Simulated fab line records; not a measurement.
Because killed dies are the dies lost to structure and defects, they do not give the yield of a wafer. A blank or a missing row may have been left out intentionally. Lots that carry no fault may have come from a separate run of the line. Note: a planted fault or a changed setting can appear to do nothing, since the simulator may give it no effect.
fab line records	flow sfq-line
record: lots: 5	wafers: 27
route steps=325 shown INCOMING@2 M0@39 M1@70 M3@119 M4@149 M5@206 I5@228 C5@247
start-h: the number of hours between the record's first day and the start of the first shown wafer of the lot	wait-h: how many hours have passed since the lot's step before this one	" repeats the value in the row above	L1.1+2: a row that stands for several wafers	- no value present, or no start provided	* or withheld: withheld	< > ~ a bound
route shown NAME@n: a module of which the file shows steps, and the number in the route of the first	usual: mean/standard deviation taken from wafers without a fault	same: alike in all rows	chamber/n: place in a boat	sites: per-site readings	_std_site: how widely they spread, as a standard deviation	_edge_site: inner sites' mean taken away from outer sites' mean	radius-mm: how far each site lies from the wafer's centre	mask NAME#n: copy n	behind: the tool/chamber that last shaped the wafer	hold: what put the lot on hold/how long, in hours/how the hold closed	device: transistor that didn't switch, given as n, p or np	end of line: tests of these same wafers at the route's end	for a step that has no rows: nothing shown but its recipe	killed: not the wafer's yield, but the dies lost to structure and defects at the first sort	map: shows each die of a wafer: x if killed, . if not, _ if none is there
set.NAME: the run value of the setting; set.NAME@STEP: its run value at that earlier step	model.NAME: the simulator's own value behind a step, which no gauge read
lots with deliberately changed settings; one table per step, one row per wafer
== steps ==
step: SFQ_TRILAYER_INCOMING_OXIDATION_002
recipe: temp-c: 1000	ambient: H2O	target-thk-a: 5000	p-h2o-torr: 720	ox-time-s: 4939
lot.wafer	tool	chamber	start-h	wait-h	set.ox-time-s	model.SiO2_of_TRILAYER_INCOMING_OXIDATION_002.thk-nm
L076.1+6	-	-	-	0.1	2337	294.9
L076.2	"	-	"	"	2337	303.4
L076.3	"	-	"	"	2337	299.6
L076.4	"	-	"	"	2337	302.2
L076.5	"	-	"	"	2337	298.7
L077.1	-	-	-	0.1	4939	506.4
L077.2	"	-	"	"	4939	508.4
L077.3	"	-	"	"	4939	508
L077.4	"	-	"	"	4939	520.6
L077.5	"	-	"	"	4939	517.2
L077.6	"	-	"	"	4939	516.8
L079.1	-	-	-	0.1	2410	315.8
L079.2	"	-	"	"	2410	317
L079.3	"	-	"	"	2410	305.1
L079.4	"	-	"	"	2410	309.5
L079.5	"	-	"	"	2410	313.4
L079.6	"	-	"	"	2410	305.4
L081.1	-	-	-	0.1	4939	504.1
L081.2	"	-	"	"	4939	503.7
L081.3	"	-	"	"	4939	506.8
L081.4	"	-	"	"	4939	503.9
L081.5	"	-	"	"	4939	505
L081.6	"	-	"	"	4939	507.4
L084.1	furnace-01	0	60.12	0.1	4939	499.6
L084.4	"	0	"	"	4939	504.7
L084.5	"	0	"	"	4939	498.4
step: SFQ_TRILAYER_M0_BARC_OPEN_METAL_ETCH_031
recipe: mask-material: PR	chemistry: O2	target-depth-nm: 125	target: BARC	icp-w: 600	bias-w: 80	pressure-mtorr: 10	time-s: 41.7
usual: oes-product-au: 0.684/0.0045
lot.wafer	tool	chamber	start-h	wait-h	set.time-s	oes-product-au	model.KrF_of_TRILAYER_M0_LITHO_COAT_021.thk-nm
L076.1	rie-metal-04	0	184.87	0.0	41.7	0.689	523.4
L076.2	"	1	"	"	19.87	1.007	549.1
L076.3	"	0	"	"	41.7	0.686	522.8
L076.4	"	1	"	"	41.7	0.689	522.5
L076.5	"	0	"	"	19.87	0.993	548.6
L076.6	"	1	"	"	19.87	1.001	550
L077.1	rie-metal-03	0	196.49	0.0	18.54	0.992	550.7
L077.2	"	1	"	"	18.54	0.991	550.5
L077.3	"	1	"	"	41.7	0.686	525.2
L077.4	"	0	"	"	41.7	0.690	522.8
L077.5	"	1	"	"	18.54	1.003	553.3
L077.6	"	0	"	"	41.7	0.684	522.8
L079.1	rie-metal-02	1	209.69	0.0	28.53	0.820	542
L079.2	"	0	"	"	41.7	0.682	-
L079.3	"	1	"	"	41.7	0.682	-
L079.4	"	0	"	"	41.7	0.685	526.8
L079.5	"	1	"	"	28.53	0.824	539.8
L079.6	"	0	"	"	28.53	0.824	-
L081.1	rie-metal-02	0	227.04	0.0	64.46	0.642	496.9
L081.2	"	1	"	"	41.7	0.680	522.6
L081.3	"	0	"	"	41.7	0.683	525.4
L081.4	"	1	"	"	64.46	0.641	497.2
L081.5	"	1	"	"	64.46	0.641	495.9
L081.6	"	0	"	"	41.7	0.691	526.3
L084.1	rie-metal-02	0	242.64	0.0	41.7	0.682	524.4
L084.4	"	1	"	"	41.7	0.689	523
L084.5	"	1	"	"	41.7	0.677	523.8
step: SFQ_TRILAYER_M0_ETCH_METAL_ETCH_024
recipe: target: Nb	stop-on: SiO2	mask-material: PR	chemistry: Cl2/Ar	target-depth-nm: 240	icp-w: 600	bias-w: 80	pressure-mtorr: 10	time-s: 120
lot.wafer	tool	chamber	start-h	wait-h	set.time-s@TRILAYER_M0_BARC_OPEN_METAL_ETCH_031	model.KrF_of_TRILAYER_M0_LITHO_COAT_021.thk-nm
L076.1	rie-metal-04	0	184.92	0.0	41.7	381.4
L076.2+5	"	1,0	"	"	19.87	406.6
L076.3	"	0	"	"	41.7	380.5
L076.4	"	1	"	"	41.7	380.4
L076.6	"	1	"	"	19.87	407.9
L077.1	rie-metal-03	0	196.55	0.0	18.54	410.4
L077.2	"	1	"	"	18.54	409.2
L077.3	"	1	"	"	41.7	384.6
L077.4	"	0	"	"	41.7	381.8
L077.5	"	1	"	"	18.54	413
L077.6	"	0	"	"	41.7	381.5
L079.1	rie-metal-02	1	209.75	0.0	28.53	403.3
L079.2+3	"	0,1	"	"	41.7	-
L079.4	"	0	"	"	41.7	390.2
L079.5	"	1	"	"	28.53	400.5
L079.6	"	0	"	"	28.53	-
L081.1	rie-metal-02	0	227.10	0.0	64.46	357.7
L081.2	"	1	"	"	41.7	382.9
L081.3	"	0	"	"	41.7	387.1
L081.4	"	1	"	"	64.46	356
L081.5	"	1	"	"	64.46	355.3
L081.6	"	0	"	"	41.7	387.2
L084.1	rie-metal-02	0	242.70	0.0	41.7	386.9
L084.4	"	1	"	"	41.7	383.7
L084.5	"	1	"	"	41.7	384.2
step: SFQ_TRILAYER_M1_ETCH_METAL_ETCH_042
recipe: target: Nb	stop-on: SiO2	mask-material: PR	chemistry: Cl2/Ar	target-depth-nm: 240	icp-w: 600	bias-w: 80	pressure-mtorr: 10	time-s: 120
usual: oes-product-au: 0.894/0.0071
lot.wafer	tool	chamber	start-h	wait-h	set.time-s	oes-product-au	model.KrF_of_TRILAYER_M1_LITHO_COAT_039.thk-nm	model.SiO2_of_TRILAYER_I0_DEP_PECVD_027.thk-nm	model.M1.feature-depth-nm
L076.1	rie-metal-03	1	314.70	0.0	191.7	0.853	304.6	177.9	211.1
L076.2	"	0	"	"	191.7	0.857	301.4	178.4	211.9
L076.3	"	1	"	"	120	0.883	385.4	190.6	196.7
L076.4	"	0	"	"	120	0.894	384.1	192.4	198.1
L076.5	"	0	"	"	120	0.874	386	190.1	196
L076.6	"	0	"	"	191.7	0.849	302.7	178.2	211.4
L077.1	rie-metal-01	1	326.70	0.0	120	0.884	387.4	193.7	198.4
L077.2	"	0	"	"	180	0.868	312.9	178.4	210.3
L077.3	"	0	"	"	120	0.891	382.2	192.1	199.7
L077.4	"	1	"	"	180	0.852	315.2	180.8	211.1
L077.5	"	0	"	"	180	0.858	310.3	180.2	210
L077.6	"	1	"	"	120	0.893	387.8	193.4	198
L079.1	rie-metal-01	0	343.60	0.0	120	0.901	387.5	190.9	201
L079.2	"	1	"	"	120	0.885	388	191.1	195.7
L079.3	"	1	"	"	120	0.882	387.5	189.6	198.1
L079.4	"	0	"	"	120	0.889	385.2	192.9	200.5
L079.5	"	1	"	"	120	0.884	387.9	189.1	196.7
L079.6	"	0	"	"	120	0.887	385.5	190	200.1
L081.1	rie-metal-01	1	364.50	0.1	120	0.891	386.9	192.1	199.4
L081.2	"	0	"	"	120	0.893	381.7	191.7	199.9
L081.3	"	1	"	"	120	0.900	387.7	191.5	201.2
L081.4	"	0	"	"	120	0.893	383	190	198.6
L081.5	"	1	"	"	120	0.899	388	190.7	200.4
L081.6	"	0	"	"	120	0.898	382.3	191.7	202
L084.1	rie-metal-04	0	392.52	0.0	120	0.892	380.1	191.4	200.9
L084.4	"	0	"	"	120	0.896	376.8	189.6	200.2
L084.5	"	0	"	"	120	0.906	378.8	190.4	202
step: SFQ_TRILAYER_M3_DEP_SPUTTER_073
recipe: material: Nb	base-pressure-pa: 1.33e-06	chamber-pressure-pa: 0.1333	substrate-temp-c: 20	resputter-cathode-voltage-v: 400	target-thk-nm: 200	power-w: 2000	time-s: 133.3
lot.wafer	tool	chamber	start-h	wait-h	set.time-s	model.Nb_of_TRILAYER_M3_DEP_SPUTTER_073.thk-nm
L076.1	pvd-sputter-05	-	532.20	0.0	133.3	199.6
L076.2	"	-	"	"	133.3	199.5
L076.3	"	-	"	"	133.3	201.7
L076.4	"	-	"	"	133.3	203
L076.5	"	-	"	"	133.3	201.2
L076.6	"	-	"	"	133.3	202.6
L077.1	pvd-sputter-03	-	544.20	0.0	199.5	302.1
L077.2	"	-	"	"	199.5	300.2
L077.3	"	-	"	"	133.3	201.6
L077.4	"	-	"	"	199.5	301.5
L077.5	"	-	"	"	133.3	201
L077.6	"	-	"	"	133.3	203.2
L079.1	pvd-sputter-03	-	563.40	0.0	133.3	200.4
L079.2	"	-	"	"	133.3	197.4
L079.3	"	-	"	"	133.3	197
L079.4	"	-	"	"	133.3	199.2
L079.5	"	-	"	"	133.3	199.9
L079.6	"	-	"	"	133.3	197.3
L081.1	pvd-sputter-05	-	580.95	0.0	133.3	202.9
L081.2	"	-	"	"	133.3	200.8
L081.3	"	-	"	"	94.73	142.4
L081.4	"	-	"	"	133.3	200.5
L081.5	"	-	"	"	94.73	143
L081.6	"	-	"	"	94.73	141.6
L084.1	pvd-sputter-06	-	610.85	0.0	133.3	196.5
L084.4	"	-	"	"	133.3	196
L084.5	"	-	"	"	133.3	195.6
step: SFQ_M3_RS_MEAS_919
recipe: thk-meas-gauge: four-point-probe	reads: Nb_of_TRILAYER_M3_DEP_SPUTTER_073
usual: M3_NB_RS: 0.889/0.01
lot.wafer	tool	chamber	start-h	wait-h	set.time-s@TRILAYER_M3_DEP_SPUTTER_073	M3_NB_RS[ohm/sq]
L076.1	film-metro-03	-	532.29	0.0	133.3	0.892
L076.2	"	-	"	"	133.3	0.891
L076.3	"	-	"	"	133.3	0.880
L076.4	"	-	"	"	133.3	0.875
L076.5	"	-	"	"	133.3	0.883
L076.6	"	-	"	"	133.3	0.877
L077.1	film-metro-03	-	544.29	0.0	199.5	0.587
L077.2	"	-	"	"	199.5	0.589
L077.3	"	-	"	"	133.3	0.881
L077.4	"	-	"	"	199.5	0.588
L077.5	"	-	"	"	133.3	0.884
L077.6	"	-	"	"	133.3	0.873
L079.1	film-metro-03	-	563.49	0.0	133.3	0.888
L079.2	"	-	"	"	133.3	0.901
L079.3	"	-	"	"	133.3	0.903
L079.4	"	-	"	"	133.3	0.891
L079.5	"	-	"	"	133.3	0.888
L079.6	"	-	"	"	133.3	0.901
L081.1	film-metro-02	-	581.04	0.0	133.3	0.877
L081.2	"	-	"	"	133.3	0.887
L081.3	"	-	"	"	94.73	1.257
L081.4	"	-	"	"	133.3	0.890
L081.5	"	-	"	"	94.73	1.253
L081.6	"	-	"	"	94.73	1.264
L084.1	film-metro-02	-	610.94	0.0	133.3	0.907
L084.4	"	-	"	"	133.3	0.909
L084.5	"	-	"	"	133.3	0.911
step: SFQ_TRILAYER_M3_LITHO_COAT_080
recipe: resist: BARC	spin-rpm: 3000	resist-thk-nm: 62
step: SFQ_TRILAYER_M3_BARC_OPEN_METAL_ETCH_100
recipe: mask-material: PR	chemistry: O2	target-depth-nm: 125	target: BARC	icp-w: 600	bias-w: 80	pressure-mtorr: 10	time-s: 41.7
step: SFQ_TRILAYER_M3_ETCH_METAL_ETCH_078
recipe: target: Nb	stop-on: SiO2	mask-material: PR	chemistry: Cl2/Ar	target-depth-nm: 240	icp-w: 600	bias-w: 80	pressure-mtorr: 10	time-s: 120
usual: oes-product-au: 0.894/0.0062
lot.wafer	tool	chamber	start-h	wait-h	set.time-s@TRILAYER_M3_DEP_SPUTTER_073	oes-product-au
L076.1	rie-metal-04	1	561.30	0.0	133.3	0.901
L076.2	"	0	"	"	133.3	0.891
L076.3	"	0	"	"	133.3	0.902
L076.4	"	1	"	"	133.3	0.904
L076.5	"	1	"	"	133.3	0.888
L076.6	"	0	"	"	133.3	0.900
L077.1	rie-metal-04	1	573.30	0.0	199.5	1.015
L077.2	"	0	"	"	199.5	0.997
L077.3	"	1	"	"	133.3	0.897
L077.4	"	0	"	"	199.5	1.009
L077.5	"	0	"	"	133.3	0.903
L077.6	"	1	"	"	133.3	0.905
L079.1	rie-metal-01	1	587.35	0.0	133.3	0.900
L079.2	"	0	"	"	133.3	0.885
L079.3	"	0	"	"	133.3	0.885
L079.4	"	1	"	"	133.3	0.893
L079.5	"	0	"	"	133.3	0.892
L079.6	"	1	"	"	133.3	0.886
L081.1	rie-metal-04	1	599.42	0.0	133.3	0.895
L081.2	"	0	"	"	133.3	0.895
L081.3	"	0	"	"	94.73	0.746
L081.4	"	1	"	"	133.3	0.901
L081.5	"	0	"	"	94.73	0.744
L081.6	"	1	"	"	94.73	0.736
L084.1	rie-metal-03	1	633.15	0.0	133.3	0.884
L084.4	"	1	"	"	133.3	0.892
L084.5	"	1	"	"	133.3	0.885
step: SFQ_TRILAYER_M4_DEP_SPUTTER_091
recipe: material: Nb	base-pressure-pa: 1.33e-06	chamber-pressure-pa: 0.1333	substrate-temp-c: 20	resputter-cathode-voltage-v: 400	target-thk-nm: 200	power-w: 2000	time-s: 133.3
lot.wafer	tool	chamber	start-h	wait-h	set.time-s	model.Nb_of_TRILAYER_M4_DEP_SPUTTER_091.thk-nm
L076.1	pvd-sputter-04	-	732.67	0.0	75.84	115.5
L076.2	"	-	"	"	75.84	112.4
L076.3	"	-	"	"	133.3	200.9
L076.4+6	"	-	"	"	133.3	201.6
L076.5	"	-	"	"	75.84	115
L077.1	pvd-sputter-04	-	742.25	0.0	133.3	195.3
L077.2	"	-	"	"	179.3	268.8
L077.3	"	-	"	"	179.3	266.8
L077.4	"	-	"	"	133.3	199.6
L077.5	"	-	"	"	133.3	200
L077.6	"	-	"	"	179.3	269.1
L079.1	pvd-sputter-06	-	756.65	0.0	133.3	203.5
L079.2	"	-	"	"	133.3	201.1
L079.3	"	-	"	"	133.3	204.7
L079.4	"	-	"	"	133.3	203.1
L079.5	"	-	"	"	133.3	205.3
L079.6	"	-	"	"	133.3	205.8
L081.1	pvd-sputter-06	-	777.01	0.0	133.3	200.7
L081.2	"	-	"	"	133.3	199.6
L081.3	"	-	"	"	133.3	202
L081.4	"	-	"	"	198.8	297.9
L081.5	"	-	"	"	198.8	299.8
L081.6	"	-	"	"	198.8	300.8
L084.1	pvd-sputter-06	-	797.59	0.0	133.3	201.5
L084.4	"	-	"	"	133.3	203.2
L084.5	"	-	"	"	133.3	203
step: SFQ_M4_RS_MEAS_924
recipe: thk-meas-gauge: four-point-probe	reads: Nb_of_TRILAYER_M4_DEP_SPUTTER_091
usual: M4_NB_RS: 0.880/0.0096
lot.wafer	tool	chamber	start-h	wait-h	set.time-s@TRILAYER_M4_DEP_SPUTTER_091	M4_NB_RS[ohm/sq]
L076.1	film-metro-04	-	732.76	0.0	75.84	1.549
L076.2	"	-	"	"	75.84	1.593
L076.3	"	-	"	"	133.3	0.883
L076.4	"	-	"	"	133.3	0.881
L076.5	"	-	"	"	75.84	1.556
L076.6	"	-	"	"	133.3	0.880
L077.1	film-metro-01	-	742.34	0.0	133.3	0.911
L077.2	"	-	"	"	179.3	0.662
L077.3	"	-	"	"	179.3	0.665
L077.4	"	-	"	"	133.3	0.893
L077.5	"	-	"	"	133.3	0.891
L077.6	"	-	"	"	179.3	0.660
L079.1	film-metro-01	-	756.74	0.0	133.3	0.874
L079.2	"	-	"	"	133.3	0.884
L079.3	"	-	"	"	133.3	0.869
L079.4	"	-	"	"	133.3	0.879
L079.5	"	-	"	"	133.3	0.867
L079.6	"	-	"	"	133.3	0.865
L081.1	film-metro-03	-	777.10	0.0	133.3	0.884
L081.2	"	-	"	"	133.3	0.891
L081.3	"	-	"	"	133.3	0.878
L081.4	"	-	"	"	198.8	0.594
L081.5	"	-	"	"	198.8	0.591
L081.6	"	-	"	"	198.8	0.587
L084.1	film-metro-03	-	797.68	0.0	133.3	0.882
L084.4	"	-	"	"	133.3	0.874
L084.5	"	-	"	"	133.3	0.876
step: SFQ_TRILAYER_M5_ETCH_METAL_ETCH_126
recipe: target: Nb	stop-on: SiO2	mask-material: PR	over-etch-frac: 0.15	time-s: 203.2	chemistry: Cl2/BCl3	target-depth-nm: 265	icp-w: 600	bias-w: 80	pressure-mtorr: 10
usual: oes-product-au: 0.726/0.0053
lot.wafer	tool	chamber	start-h	wait-h	set.time-s	oes-product-au	model.KrF_of_TRILAYER_M5_LITHO_COAT_123.thk-nm	model.M5.feature-depth-nm	model.SiO2_of_TRILAYER_I4_DEP_PECVD_099.thk-nm
L076.1	rie-metal-02	1	1153.87	0.0	203.2	0.725	366.8	163.9	178.8
L076.2	"	0	"	"	203.2	0.731	365.5	162.9	179.6
L076.3	"	0	"	"	203.2	0.734	363	163.5	179.1
L076.4	"	1	"	"	203.2	0.733	365.3	162.7	179.8
L076.5	"	1	"	"	203.2	0.732	364.5	163.4	179
L076.6	"	0	"	"	203.2	0.730	363.4	163.9	179
L077.1	rie-metal-03	0	1157.47	0.0	203.2	0.718	364.6	160	179.3
L077.2	"	1	"	"	95.33	0.986	449.8	123.9	185.6
L077.3	"	0	"	"	95.33	1.009	446.1	126.9	184.3
L077.4	"	1	"	"	95.33	1.001	450.4	124.5	186.5
L077.5	"	1	"	"	203.2	0.721	369.2	159.7	180.1
L077.6	"	0	"	"	203.2	0.719	364.6	159.8	180.1
L079.1	rie-metal-03	1	1180.27	0.0	203.2	0.724	367.4	163.3	178.4
L079.2	"	0	"	"	203.2	0.736	363.3	164.9	177.1
L079.3	"	0	"	"	203.2	0.726	363.1	163.9	177.7
L079.4	"	1	"	"	203.2	0.734	366.8	163.2	178.7
L079.5	"	0	"	"	203.2	0.726	364.1	163.8	176.9
L079.6	"	1	"	"	203.2	0.733	368	162.9	178.8
L081.1	rie-metal-03	0	1200.67	0.0	148.5	0.856	406.9	157.5	184.8
L081.2	"	1	"	"	203.2	0.727	367.2	160.9	181.9
L081.3	"	0	"	"	148.5	0.859	406.9	158.9	184.4
L081.4	"	1	"	"	203.2	0.728	369.8	162.4	181.3
L081.5	"	1	"	"	203.2	0.727	368.4	161	181.4
L081.6	"	0	"	"	148.5	0.858	406.2	159	182.9
L084.1	rie-metal-02	1	1223.47	0.0	203.2	0.727	367	161.1	181.3
L084.4	"	0	"	"	203.2	0.725	368.6	161.6	181.7
L084.5	"	0	"	"	203.2	0.722	367.5	159.9	181.2
step: SFQ_TRILAYER_A5C_DEP_PECVD_142
recipe: material: SiO2	temp-c: 150	time-s: 15.556	pressure-torr: 2.4	rf-w: 183.3	precursor: SiH4/N2O	target-thk-nm: 70
lot.wafer	tool	chamber	start-h	wait-h	set.time-s	model.SiO2_of_TRILAYER_A5C_DEP_PECVD_142.thk-nm
L076.1	pecvd-01	0	1309.40	0.0	7.569	34.52
L076.2	"	2	"	"	15.556	69.16
L076.3	"	1	"	"	15.556	69.21
L076.4	"	0	"	"	7.569	34.41
L076.5	"	2	"	"	7.569	34.58
L076.6	"	1	"	"	15.556	70.53
L077.1	pecvd-03	1	1314.20	0.0	15.556	69.18
L077.2	"	2	"	"	15.556	69.24
L077.3	"	2	"	"	15.556	70.39
L077.4	"	1	"	"	15.556	71
L077.5	"	1	"	"	15.556	70.83
L077.6	"	2	"	"	15.556	69.61
L079.1	pecvd-01	0	1334.60	0.0	15.556	69.35
L079.2	"	2	"	"	15.556	69.81
L079.3	"	1	"	"	12.4	55.01
L079.4	"	2	"	"	15.556	70.53
L079.5	"	1	"	"	12.4	55.77
L079.6	"	0	"	"	12.4	56.48
L081.1	pecvd-01	2	1354.73	0.0	12.48	55.27
L081.2	"	1	"	"	15.556	68.37
L081.3	"	0	"	"	15.556	68.95
L081.4	"	2	"	"	15.556	69.14
L081.5	"	0	"	"	12.48	56.03
L081.6	"	1	"	"	12.48	55
L084.1	pecvd-04	0	1376.35	0.0	15.556	69.47
L084.4	"	0	"	"	15.556	71.04
L084.5	"	2	"	"	15.556	70.4
step: SFQ_TRILAYER_I5_LITHO_COAT_149
recipe: resist: BARC	spin-rpm: 3000	resist-thk-nm: 62
step: SFQ_TRILAYER_I5_LITHO_COAT_144
recipe: resist: KrF	spin-rpm: 3000	resist-thk-nm: 662.4
step: SFQ_TRILAYER_C5_BARC_OPEN_VIA_ETCH_210
recipe: mask-material: PR	chemistry: O2	target-depth-nm: 125	target: BARC	source-w: 500	bias-w: 80	pressure-mtorr: 30	time-s: 40.6
step: SFQ_TRILAYER_C5_ETCH_VIA_ETCH_154
recipe: target: SiO2	mask-material: PR	chemistry: CHF3	target-depth-nm: 84	source-w: 500	bias-w: 80	pressure-mtorr: 30	time-s: withheld	stop-on: Nb
usual: oes-product-au: 0.896/0.0072
lot.wafer	tool	chamber	start-h	wait-h	set.time-s@TRILAYER_A5C_DEP_PECVD_142	oes-product-au	model.C5.feature-depth-nm
L076.1	rie-diel-03	1	1589.43	0.0	*	0.625	34.52
L076.2	"	3	"	"	*	0.891	69.16
L076.3	"	2	"	"	*	0.885	69.21
L076.4	"	0	"	"	*	0.639	34.41
L076.5	"	3	"	"	*	0.635	34.58
L076.6	"	0	"	"	*	0.892	70.53
L077.1	rie-diel-02	3	1594.23	0.0	*	0.887	69.18
L077.2	"	0	"	"	*	0.894	69.24
L077.3	"	2	"	"	*	0.905	70.39
L077.4	"	1	"	"	*	0.903	71
L077.5	"	1	"	"	*	0.903	70.83
L077.6	"	2	"	"	*	0.893	69.61
L079.1	rie-diel-02	3	1614.63	0.0	*	0.894	69.35
L079.2	"	2	"	"	*	0.891	69.81
L079.3	"	1	"	"	*	0.779	55.01
L079.4	"	0	"	"	*	0.909	70.53
L079.5	"	0	"	"	*	0.787	55.77
L079.6	"	1	"	"	*	0.790	56.48
L081.1	rie-diel-03	3	1633.83	0.0	*	0.784	55.27
L081.2	"	2	"	"	*	0.884	68.37
L081.3	"	0	"	"	*	0.884	68.95
L081.4	"	1	"	"	*	0.888	69.14
L081.5	"	2	"	"	*	0.789	56.03
L081.6	"	1	"	"	*	0.781	55
L084.1	rie-diel-03	0	1654.40	0.0	*	0.892	69.47
L084.4	"	2	"	"	*	0.894	71.04
L084.5	"	0	"	"	*	0.901	70.4
== key ==
split: step: SFQ_TRILAYER_INCOMING_OXIDATION_002	setting: ox-time-s	stated: 4939	by: lot
response: step: SFQ_TRILAYER_INCOMING_OXIDATION_002	reading: model.SiO2_of_TRILAYER_INCOMING_OXIDATION_002.thk-nm	change: +3.9	per: 1%	r: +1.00
split: step: SFQ_TRILAYER_M0_BARC_OPEN_METAL_ETCH_031	setting: time-s	stated: 41.7	by: wafer
response: step: SFQ_TRILAYER_M0_BARC_OPEN_METAL_ETCH_031	reading: oes-product-au	shape: bent	at-lowest: 0.995	at-stated: 0.685	at-highest: 0.641
response: step: SFQ_TRILAYER_M0_BARC_OPEN_METAL_ETCH_031	reading: model.KrF_of_TRILAYER_M0_LITHO_COAT_021.thk-nm	change: -0.504	per: 1%	r: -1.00
response: step: SFQ_TRILAYER_M0_ETCH_METAL_ETCH_024	reading: model.KrF_of_TRILAYER_M0_LITHO_COAT_021.thk-nm	change: -0.509	per: 1%	r: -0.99
split: step: SFQ_TRILAYER_M1_ETCH_METAL_ETCH_042	setting: time-s	stated: 120	by: wafer
response: step: SFQ_TRILAYER_M1_ETCH_METAL_ETCH_042	reading: oes-product-au	change: -0.000552	per: 1%	r: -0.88
response: step: SFQ_TRILAYER_M1_ETCH_METAL_ETCH_042	reading: model.KrF_of_TRILAYER_M1_LITHO_COAT_039.thk-nm	change: -1.41	per: 1%	r: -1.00
response: step: SFQ_TRILAYER_M1_ETCH_METAL_ETCH_042	reading: model.SiO2_of_TRILAYER_I0_DEP_PECVD_027.thk-nm	change: -0.236	per: 1%	r: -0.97
response: step: SFQ_TRILAYER_M1_ETCH_METAL_ETCH_042	reading: model.M1.feature-depth-nm	change: +0.24	per: 1%	r: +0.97
split: step: SFQ_TRILAYER_M3_DEP_SPUTTER_073	setting: time-s	stated: 133.3	by: wafer
response: step: SFQ_TRILAYER_M3_DEP_SPUTTER_073	reading: model.Nb_of_TRILAYER_M3_DEP_SPUTTER_073.thk-nm	change: +2.01	per: 1%	r: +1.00
response: step: SFQ_M3_RS_MEAS_919	reading: M3_NB_RS	change: -0.00765	per: 1%	r: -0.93
response: step: SFQ_TRILAYER_M3_ETCH_METAL_ETCH_078	reading: oes-product-au	shape: bent	at-lowest: 0.742	at-stated: 0.895	at-highest: 1.007
split: step: SFQ_TRILAYER_M4_DEP_SPUTTER_091	setting: time-s	stated: 133.3	by: wafer
response: step: SFQ_TRILAYER_M4_DEP_SPUTTER_091	reading: model.Nb_of_TRILAYER_M4_DEP_SPUTTER_091.thk-nm	change: +2.02	per: 1%	r: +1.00
response: step: SFQ_M4_RS_MEAS_924	reading: M4_NB_RS	change: -0.00953	per: 1%	r: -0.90
split: step: SFQ_TRILAYER_M5_ETCH_METAL_ETCH_126	setting: time-s	stated: 203.2	by: wafer
response: step: SFQ_TRILAYER_M5_ETCH_METAL_ETCH_126	reading: oes-product-au	change: -0.00517	per: 1%	r: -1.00
response: step: SFQ_TRILAYER_M5_ETCH_METAL_ETCH_126	reading: model.KrF_of_TRILAYER_M5_LITHO_COAT_123.thk-nm	change: -1.53	per: 1%	r: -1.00
response: step: SFQ_TRILAYER_M5_ETCH_METAL_ETCH_126	reading: model.M5.feature-depth-nm	change: +0.543	per: 1%	r: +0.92
response: step: SFQ_TRILAYER_M5_ETCH_METAL_ETCH_126	reading: model.SiO2_of_TRILAYER_I4_DEP_PECVD_099.thk-nm	change: -0.102	per: 1%	r: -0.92
split: step: SFQ_TRILAYER_A5C_DEP_PECVD_142	setting: time-s	stated: 15.556	by: wafer
response: step: SFQ_TRILAYER_A5C_DEP_PECVD_142	reading: model.SiO2_of_TRILAYER_A5C_DEP_PECVD_142.thk-nm	change: +0.685	per: 1%	r: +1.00
response: step: SFQ_TRILAYER_C5_ETCH_VIA_ETCH_154	reading: oes-product-au	change: +0.00507	per: 1%	r: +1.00
response: step: SFQ_TRILAYER_C5_ETCH_VIA_ETCH_154	reading: model.C5.feature-depth-nm	change: +0.685	per: 1%	r: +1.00
